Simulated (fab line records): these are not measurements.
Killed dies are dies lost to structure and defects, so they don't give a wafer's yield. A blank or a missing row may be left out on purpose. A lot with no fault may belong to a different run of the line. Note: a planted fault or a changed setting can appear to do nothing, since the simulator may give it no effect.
Chamber matching + flow sfq line + 4 sister chambers for SFQ_TRILAYER_I3_CMP_CMP_082 on cmp-01
The step polishes SiO2. 16 wafers are shown with their chamber, then 8 later ones without.

EACH WAFER AND ITS CHAMBER
| wafer  | chamber | motor current A (A) | time to endpoint s (s) |
|--------|---------|---------------------|------------------------|
| L150.1 | 3       | 13.2                | 210                    |
| L150.5 | 1       | 10.0                | 225                    |
| L150.6 | 0       | 8.8                 | 215                    |
| L160.1 | 0       | 9.1                 | 211                    |
| L160.5 | 2       | 8.2                 | 208                    |
| L160.6 | 3       | 12.6                | 227                    |
| L162.1 | 1       | 10.4                | 218                    |
| L162.3 | 2       | 8.5                 | 222                    |
| L162.4 | 3       | 12.7                | 243                    |
| L163.4 | 3       | 12.9                | 231                    |
| L163.1 | 1       | 9.9                 | 215                    |
| L163.3 | 2       | 8.4                 | 207                    |
| L165.1 | 3       | 13.1                | 220                    |
| L165.4 | 1       | 9.7                 | 225                    |
| L165.5 | 2       | 7.6                 | 224                    |
| L166.2 | 0       | 8.4                 | 212                    |

SIGNATURES (averages over the wafers above)
| reading            | chamber 0 | chamber 1 | chamber 2 | chamber 3 | scatter within a chamber |
|--------------------|-----------|-----------|-----------|-----------|--------------------------|
| motor current A    | 8.767     | 10.000    | 8.175     | 12.900    | 0.323                    |
| time to endpoint s | 212.67    | 220.75    | 215.25    | 226.20    | 8.83                     |
Rule: for each reading, subtract the chamber's mean from the wafer's reading, divide by that reading's scatter and square the result; add these up over the readings and take the root, which gives the wafer's distance from the chamber. The wafer belongs to the nearest chamber; if the next one is less than 2 further off, it can't be placed. The scatter is the square root of a quotient: the sum, over the shown wafers, of each reading's squared deviation from its chamber's mean, divided by wafers minus chambers.

WAFERS WITHOUT THEIR CHAMBER
| wafer  | motor current A (A) | time to endpoint s (s) |
|--------|---------------------|------------------------|
| L166.3 | 8.0                 | 217                    |
| L166.4 | 13.1                | 233                    |
| L167.1 | 12.8                | 220                    |
| L167.3 | 7.8                 | 209                    |
| L167.5 | 9.7                 | 219                    |
| L168.1 | 8.9                 | 214                    |
| L168.3 | 9.7                 | 214                    |
| L168.6 | 9.5                 | 223                    |

EACH ONE'S CHAMBER
| wafer  | from the rows above     | in truth |
|--------|-------------------------|----------|
| L166.3 | can't be placed: 2 or 0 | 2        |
| L166.4 | 3                       | 3        |
| L167.1 | 3                       | 3        |
| L167.3 | can't be placed: 2 or 0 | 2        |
| L167.5 | 1                       | 1        |
| L168.1 | can't be placed: 0 or 2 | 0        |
| L168.3 | can't be placed: 1 or 0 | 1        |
| L168.6 | can't be placed: 1 or 0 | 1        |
Correct placement for 3 of the 8. Not placeable from these rows: 5 (in 5, the candidates include the true chamber). Number placed wrongly: 0.
